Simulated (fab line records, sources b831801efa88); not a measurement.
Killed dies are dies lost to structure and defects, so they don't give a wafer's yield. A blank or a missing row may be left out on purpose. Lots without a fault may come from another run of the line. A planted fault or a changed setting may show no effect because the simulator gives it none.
Which tool did it? | flow sky130 | 11 lots, 33 wafers sampled, at 5 steps of a route of 708

WHAT THE GAUGES READ, wafer by wafer
SKY_NWELL_THK_MEAS_02.
lot  | measured    | on            | NWELL_OXIDATION_THK (nm)
L367 | day 2 11:01 | film_metro-02 | 10.31 10.24 10.19
L368 | day 2 15:26 | film_metro-04 | 10.01 9.97 9.89
L369 | day 2 20:29 | film_metro-02 | 9.94 9.81 9.75
L372 | day 3 13:15 | film_metro-04 | 9.64 9.80 9.67
L373 | day 3 19:28 | film_metro-04 | 7.98 8.02 7.95 8.04 7.99 7.92
L378 | day 5 05:44 | film_metro-04 | 9.78 9.86 9.77
L379 | day 5 10:38 | film_metro-02 | 7.99 8.06 8.09 7.98 8.04 8.12
L384 | day 6 06:51 | film_metro-04 | 10.08 10.13 10.04
L386 | day 6 18:02 | film_metro-02 | 9.99 10.04 10.15
L389 | day 7 10:34 | film_metro-04 | 9.92 10.10 10.00
L390 | day 7 10:34 | film_metro-02 | 9.98 10.03 10.17

SKY_METAL1_OVL_MEAS_16.
lot  | measured     | on         | METAL1_OVL (nm)
L367 | day 32 21:56 | overlay-02 | -6 -10 2
L368 | day 33 01:20 | overlay-02 | 4 -2 3
L369 | day 33 11:34 | overlay-01 | 11 7 9
L372 | day 34 12:07 | overlay-01 | 9 3 15
L373 | day 35 04:02 | overlay-01 | 3 5 14
L378 | day 37 00:49 | overlay-01 | 8 7 0
L379 | day 37 06:02 | overlay-02 | 12 8 7
L384 | day 38 12:33 | overlay-01 | 8 12 6
L386 | day 38 22:20 | overlay-01 | 3 5 1
L389 | day 39 23:58 | overlay-02 | 7 6 5
L390 | day 40 00:58 | overlay-01 | -4 -8 4

WHICH TOOL RAN EACH LOT (tool, then ch and the chambers of the sampled wafers, then the start)
lot  | SKY_NWELL_OXIDATION_01       | SKY_LI_CONTACT_SPUTTER_20    | SKY_CONTACT_CVD_24
L367 | furnace-02 ch 0, day 2 09:36 | pvd_sputter-01, day 29 05:26 | cvd_w-01 ch 0,1, day 31 18:22
L368 | furnace-02 ch 0, day 2 14:02 | pvd_sputter-01, day 29 12:29 | cvd_w-01 ch 0,1, day 31 22:25
L369 | furnace-02 ch 0, day 2 19:05 | pvd_sputter-02, day 29 21:01 | cvd_w-01 ch 0,1, day 32 07:23
L372 | furnace-01 ch 0, day 3 11:52 | pvd_sputter-01, day 30 22:59 | cvd_w-02 ch 0,1, day 33 08:32
L373 | furnace-01 ch 0, day 3 18:04 | pvd_sputter-04, day 31 15:41 | cvd_w-02 ch 0,1, day 34 00:49
L378 | furnace-02 ch 0, day 5 04:19 | pvd_sputter-02, day 33 13:11 | cvd_w-02 ch 0,1, day 35 21:54
L379 | furnace-01 ch 0, day 5 09:12 | pvd_sputter-02, day 33 19:32 | cvd_w-02 ch 0,1, day 36 03:17
L384 | furnace-02 ch 0, day 6 05:26 | pvd_sputter-02, day 35 02:44 | cvd_w-01 ch 1, day 37 10:35
L386 | furnace-02 ch 0, day 6 16:38 | pvd_sputter-04, day 35 13:05 | cvd_w-01 ch 1, day 37 19:56
L389 | furnace-02 ch 0, day 7 09:10 | pvd_sputter-02, day 36 14:20 | cvd_w-02 ch 0,1, day 38 21:49
L390 | furnace-02 ch 0, day 7 09:10 | pvd_sputter-02, day 36 16:38 | cvd_w-02 ch 0, day 38 22:53
- SKY_NWELL_OXIDATION_01: stabilise 600 s, purge 300 s, target thk 10 nm.
- SKY_LI_CONTACT_SPUTTER_20: material TiN, target thk 20 nm, time 80 s.
- SKY_CONTACT_CVD_24: deposits W, target thk 340 nm, time 102.12 s.

WHAT THE TOOLS THEMSELVES READ (means of the sampled wafers that have a number; where no wafer has one, the mark that the record gives instead)
SKY_NWELL_OXIDATION_01.
lot  | tool       | spike_tc_bottom_C (C) | spike_tc_centre_C (C) | spike_tc_lower_C (C) | spike_tc_upper_C (C) | tube_center_temp_C (C) | tube_center_temp_C_max | zone_power_top_pct (%) | zone_power_upper_pct (%)
L367 | furnace-02 | 921.6                 | 900.1                 | 903.1                | 902.0                | 900                    | 902.2                  | 34.1                   | 20.2
L368 | furnace-02 | 921.7                 | 901.4                 | 902.2                | 901.3                | 900                    | 902.3                  | 34.7                   | 19.8
L369 | furnace-02 | 922.1                 | 900.6                 | 901.6                | 901.0                | 900                    | 902.2                  | 34.6                   | 20.1
L372 | furnace-01 | 916.8                 | 901.6                 | 898.5                | 899.3                | 900                    | 902.4                  | 33.7                   | 17.3
L373 | furnace-01 | 898.1                 | 880.6                 | 878.5                | 879.5                | 880                    | 881.8                  | 32.8                   | 16.6
L378 | furnace-02 | 921.7                 | 900.6                 | 901.7                | 901.4                | 900                    | 902.4                  | 34.3                   | 20.1
L379 | furnace-01 | 897.0                 | 881.1                 | 878.2                | 880.3                | 880                    | 882.0                  | 32.9                   | 16.6
L384 | furnace-02 | 921.3                 | 901.0                 | 901.7                | 901.3                | 900                    | 902.4                  | 34.0                   | 20.0
L386 | furnace-02 | 922.4                 | 901.5                 | 901.6                | 900.5                | 900                    | 902.6                  | 34.4                   | 20.0
L389 | furnace-02 | 922.5                 | 900.9                 | 902.1                | 900.1                | 900                    | 902.5                  | 34.7                   | 20.1
L390 | furnace-02 | 921.7                 | 901.1                 | 902.2                | 900.9                | 900                    | 902.3                  | 34.3                   | 20.0

SKY_LI_CONTACT_SPUTTER_20.
lot  | tool           | throttle_valve_pct (%)
L367 | pvd_sputter-01 | 31.1
L368 | pvd_sputter-01 | 31.2
L369 | pvd_sputter-02 | 30.6
L372 | pvd_sputter-01 | 30.8
L373 | pvd_sputter-04 | 30.5
L378 | pvd_sputter-02 | 30.4
L379 | pvd_sputter-02 | 29.8
L384 | pvd_sputter-02 | 29.9
L386 | pvd_sputter-04 | 32.2
L389 | pvd_sputter-02 | 30.0
L390 | pvd_sputter-02 | 30.0

SKY_CONTACT_CVD_24.
lot  | tool     | heater_power_w (W)
L367 | cvd_w-01 | 828
L368 | cvd_w-01 | 832
L369 | cvd_w-01 | 846
L372 | cvd_w-02 | 777
L373 | cvd_w-02 | 899
L378 | cvd_w-02 | 921
L379 | cvd_w-02 | 899
L384 | cvd_w-01 | 762
L386 | cvd_w-01 | 753
L389 | cvd_w-02 | 795
L390 | cvd_w-02 | 666

THE ANSWER, worked out from the rows above alone
Rule: what is usual is taken from the lots themselves. Put in order of their means at a reading, lots are off if they are a third of the lots or fewer, leave a main group of 4 or more, and stand apart from it by a gap of 3 or more times the standard deviation of the main group's means; of several such gaps the widest counts. A main group whose means are all the same, to the digits that the tables above print for the reading, isn't used. A lot without any number at a reading at which 4 lots or more have one is off too. The other lots that the step has rows for count as sound. The gauges are gone through in route order, then the tools' own readings, and for those a lot's mean is taken as printed above. The first step at which some lot is off is used, and at that step the reading that is off furthest; a lot without a number counts as furthest.
Off: L373, L379, at SKY_NWELL_THK_MEAS_02 (NWELL_OXIDATION_THK). The main group: mean 9.97 nm, standard deviation 0.16.
A tool fits if, at a process step before that reading, it ran every lot that is off, and no sound lot after the first of them. The gauges at SKY_NWELL_THK_MEAS_02 aren't tried: what is off there is off at SKY_NWELL_OXIDATION_01 too, on other tools, and a gauge's error can't cause that. One fits: furnace-01 at SKY_NWELL_OXIDATION_01. Its last sound lot is L372 (day 3 11:52), its first lot that is off L373 (day 3 18:04): a fault that began between those two fits.
The tool's own readings at SKY_NWELL_OXIDATION_01 bear it out: on the lots that are off they differ by more than 5 times the standard deviation of the sound lots' means. spike_tc_bottom_C reads 897.5 C there against 921.3 C on the sound lots; spike_tc_centre_C reads 880.9 C there against 901.0 C on the sound lots; spike_tc_lower_C reads 878.4 C there against 901.6 C on the sound lots; spike_tc_upper_C reads 879.9 C there against 900.9 C on the sound lots; tube_center_temp_C reads 880 C there against 900 C on the sound lots; tube_center_temp_C_max reads 881.9 there against 902.4 on the sound lots.

WHAT THE SIMULATOR HAD PUT IN
Process parameter drift: furnace-01, from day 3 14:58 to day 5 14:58, at SKY_NWELL_OXIDATION_01. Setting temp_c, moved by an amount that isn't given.
Lots struck among those shown: L373, L379. The rule above found the same.
